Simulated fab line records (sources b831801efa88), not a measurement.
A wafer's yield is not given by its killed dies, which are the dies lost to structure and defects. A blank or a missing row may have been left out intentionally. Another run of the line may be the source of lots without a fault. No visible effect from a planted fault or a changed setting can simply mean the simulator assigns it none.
Which of the tools did it? :: flow gf180mcu :: 12 lots with 36 wafers sampled at 3 steps, on a route of 602 steps

== WHAT THE GAUGES READ, wafer by wafer ==
GF_MIM_THK_MEAS_11: measures by xrf. Usual: MIM_ALCU_THK typically reads 200.1 nm, with standard deviation 2.3.
lot: L786
measured: day 24 04:34
on: filmMetro-01
MIM_ALCU_THK (nm): 201.7 199.8 202.8
flag: 

lot: L787
measured: day 24 22:25
on: filmMetro-01
MIM_ALCU_THK (nm): 198.3 196.2 196.3
flag: 

lot: L788
measured: day 25 02:10
on: filmMetro-01
MIM_ALCU_THK (nm): 202.4 196.4 201.0
flag: 

lot: L789
measured: day 25 17:14
on: filmMetro-02
MIM_ALCU_THK (nm): 195.6 194.8 197.9
flag: 

lot: L791
measured: day 26 12:36
on: filmMetro-04
MIM_ALCU_THK (nm): 199.3 199.6 200.4
flag: 

lot: L790
measured: day 26 13:25
on: filmMetro-01
MIM_ALCU_THK (nm): 197.4 199.4 197.3
flag: 

lot: L793
measured: day 27 03:10
on: filmMetro-04
MIM_ALCU_THK (nm): 199.8 200.9 200.1
flag: 

lot: L792
measured: day 27 18:36
on: filmMetro-04
MIM_ALCU_THK (nm): 204.4 203.5 202.5
flag: 

lot: L794
measured: day 27 22:53
on: filmMetro-01
MIM_ALCU_THK (nm): 201.8 198.2 200.4
flag: 

lot: L799
measured: day 29 00:02
on: filmMetro-02
MIM_ALCU_THK (nm): 205.0 203.5 197.1
flag: 

lot: L806
measured: day 30 13:53
on: filmMetro-04
MIM_ALCU_THK (nm): 200.7 199.8 200.1
flag: 

lot: L809
measured: day 31 18:59
on: filmMetro-04
MIM_ALCU_THK (nm): 197.3 197.3 199.4
flag: 

GF_M5_CD_MEAS_07: target cd 280 nm. Usual: cdNm reads 279.7 nm (standard deviation 1.2).
lot: L786
measured: day 26 00:14
on: cdSem-02
cdNm (nm): 279.8 280.8 280.4
flag: 

lot: L787
measured: day 26 16:37
on: cdSem-01
cdNm (nm): 278.7 278.8 278.5
flag: 

lot: L788
measured: day 26 21:28
on: cdSem-02
cdNm (nm): 278.9 277.8 278.6
flag: 

lot: L789
measured: day 27 10:14
on: cdSem-02
cdNm (nm): 279.5 280.5 279.4
flag: 

lot: L791
measured: day 28 04:00
on: cdSem-02
cdNm (nm): 279.7 278.9 280.2
flag: 

lot: L790
measured: day 28 06:29
on: cdSem-02
cdNm (nm): 279.2 279.2 279.2
flag: 

lot: L793
measured: day 28 18:29
on: cdSem-01
cdNm (nm): 279.4 278.9 280.3
flag: 

lot: L792
measured: day 29 08:43
on: cdSem-02
cdNm (nm): 281.2 280.2 281.1
flag: 

lot: L794
measured: day 29 12:58
on: cdSem-01
cdNm (nm): 277.8 277.5 276.7
flag: 

lot: L799
measured: day 30 13:02
on: cdSem-01
cdNm (nm): 278.6 278.1 278.7
flag: 

lot: L806
measured: day 32 01:53
on: cdSem-02
cdNm (nm): 281.8 282.0 280.8
flag: 

lot: L809
measured: day 33 05:01
on: cdSem-01
cdNm (nm): 279.5 280.5 280.4
flag: 

GF_V5_OVL_MEAS_15. Usual: V5_OVL typically reads 1 nm, with standard deviation 4.9.
lot: L786
measured: day 26 22:44
on: overlay-01
V5_OVL (nm): 0 -7 -5
flag: 

lot: L787
measured: day 27 14:08
on: overlay-02
V5_OVL (nm): -6 -8 -4
flag: 

lot: L788
measured: day 27 19:19
on: overlay-01
V5_OVL (nm): -5 2 -5
flag: 

lot: L789
measured: day 28 06:51
on: overlay-02
V5_OVL (nm): -4 15 4
flag: 

lot: L791
measured: day 29 00:25
on: overlay-01
V5_OVL (nm): 5 0 4
flag: 

lot: L790
measured: day 29 02:34
on: overlay-01
V5_OVL (nm): 0 -5 -5
flag: 

lot: L793
measured: day 29 15:09
on: overlay-02
V5_OVL (nm): -2 0 3
flag: 

lot: L792
measured: day 30 05:01
on: overlay-01
V5_OVL (nm): -10 9 -4
flag: 

lot: L794
measured: day 30 09:31
on: overlay-01
V5_OVL (nm): 5 15 8
flag: 

lot: L799
measured: day 31 09:04
on: overlay-02
V5_OVL (nm): -8 -3 -7
flag: 

lot: L806
measured: day 32 20:25
on: overlay-01
V5_OVL (nm): -9 -3 6
flag: 

lot: L809
measured: day 33 22:27
on: overlay-01
V5_OVL (nm): 5 6 3
flag: 

== TOOL THAT RAN EACH LOT (tool first, then ch and the chambers of the sampled wafers, then the start) ==
The record shows no process step preceding these readings.

== WHAT THE TOOLS THEMSELVES READ (means of the sampled wafers that have a number; where no wafer has one, the mark that the record gives instead) ==
The record holds no such reading with a usual standard deviation.

== THE ANSWER, worked out from the rows above alone ==
Rule: take the mean of a lot's wafers that have a number; if it is more than 3 standard deviations from the usual mean, the lot is off. A lot without any number at a reading at which 4 lots or more have one is off too. Any other lot the step has rows for is counted as sound. First the gauges in route order, then the tools' own readings, where a lot's mean is used as printed above. The first step at which some lot is off is used, and at that step the reading that is off furthest; a lot without a number counts as furthest.
No lot is off at any reading shown: from this, nothing can be told.

== WHAT THE SIMULATOR HAD INSERTED ==
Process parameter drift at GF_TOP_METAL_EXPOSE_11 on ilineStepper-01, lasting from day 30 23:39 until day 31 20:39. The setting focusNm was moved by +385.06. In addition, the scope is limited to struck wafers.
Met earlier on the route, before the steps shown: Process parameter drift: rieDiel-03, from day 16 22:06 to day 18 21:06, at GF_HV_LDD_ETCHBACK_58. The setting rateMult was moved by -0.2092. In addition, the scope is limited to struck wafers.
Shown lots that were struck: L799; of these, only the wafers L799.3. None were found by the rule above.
